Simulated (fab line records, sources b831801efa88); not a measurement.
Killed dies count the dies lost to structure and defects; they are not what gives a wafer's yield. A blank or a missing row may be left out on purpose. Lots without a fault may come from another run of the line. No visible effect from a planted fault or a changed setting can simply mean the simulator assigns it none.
Check for tools in common	flow sky130	Lots sampled 10, wafers sampled 30

== WHAT PROMPTED THE OPENING ==
Of 10 lots, 2 have the reading SPACER_CVD_00_THK flagged at SKY_SPACER_THK_MEAS_01. Wafers without a fault read 43.4 nm, standard deviation 0.44.
Rule: a lot gets a flag if all its wafers with a number sit over 4 standard deviations from that mean, or if no wafer of it has a number. The rest of the lots are taken to be sound.

lot	measured	on	SPACER_CVD_00_THK (nm), wafer by wafer	flag
L195	day 22 20:26	film_metro-03	43.6 43.8 43.2	
L196	day 23 09:16	film_metro-02	43.6 43.6 43.1	
L197	day 23 14:35	film_metro-02	43.0 43.3 42.9	
L200	day 24 15:58	film_metro-01	43.1 42.8 42.7	
L201	day 25 04:39	film_metro-03	43.3 43.9 43.5	
L204	day 26 04:08	film_metro-03	43.2 43.1 43.1	
L203	day 26 05:41	film_metro-02	43.7 43.9 43.9	
L206	day 26 17:34	film_metro-03	44.0 43.9 43.8	
L213	day 29 05:32	film_metro-02	35.5 35.3 35.4	FLAGGED
L214	day 29 19:40	film_metro-03	35.1 35.1 34.8	FLAGGED
Average over the flagged lots: 35.2 nm; offset from the usual -8.2 nm, equal to -19 standard deviations.

== WHICH TOOL RAN EACH LOT ==
The record keeps 1 process step preceding the reading, out of 708 steps on the route. Every cell lists first the tool, next ch and the chambers used by the sampled wafers, and last the start.
lot	flag	SKY_SPACER_CVD_00
L195		lpcvd-02 ch 0, day 22 19:14
L196		lpcvd-02 ch 1, day 23 08:02
L197		lpcvd-02 ch 0, day 23 13:23
L200		lpcvd-02 ch 0, day 24 14:46
L201		lpcvd-02 ch 0, day 25 03:26
L204		lpcvd-02 ch 0, day 26 02:56
L203		lpcvd-02 ch 0, day 26 04:29
L206		lpcvd-02 ch 1, day 26 16:21
L213	FLAGGED	lpcvd-02 ch 1, day 29 03:42
L214	FLAGGED	lpcvd-02 ch 1, day 29 18:28
What these steps do:
- SKY_SPACER_CVD_00: deposits Si3N4 from DCS/NH3, target thk 43.1 nm, time 740 s.
- SKY_SPACER_THK_MEAS_01

== FLAGGED OVER TOTAL, TOOL BY TOOL (the gauges that took the reading come last) ==
step	tool	lots run	flagged	share of the flagged lots	sound lots run after its first flagged lot
SKY_SPACER_CVD_00	lpcvd-02	10	2	all	0
SKY_SPACER_THK_MEAS_01	film_metro-01	1	0	none	-
SKY_SPACER_THK_MEAS_01	film_metro-02	4	1	some	0
SKY_SPACER_THK_MEAS_01	film_metro-03	5	1	some	0

== THE TABLE: WHAT IT ALLOWS ==
1 row of the table ran every flagged lot: lpcvd-02 at SKY_SPACER_CVD_00.
- lpcvd-02 at SKY_SPACER_CVD_00 ran 10 lots, 2 of them flagged. It ran its last sound lot, L206, at day 26 16:21 and its first flagged lot, L213, at day 29 03:42: a fault with its onset between the two fits. Its own readings (pressure_mtorr) fall more than 4 standard deviations out on all wafers of the flagged lots.
lpcvd-02 at SKY_SPACER_CVD_00 is the single tool remaining.

== WHAT HAD BEEN PUT IN BY THE SIMULATOR ==
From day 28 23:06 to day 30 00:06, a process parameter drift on lpcvd-02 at SKY_SPACER_CVD_00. Setting pressure_mtorr shifted by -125 from 250. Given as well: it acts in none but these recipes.
Shown lots that were struck: L213, L214. The rule given above showed the same thing.
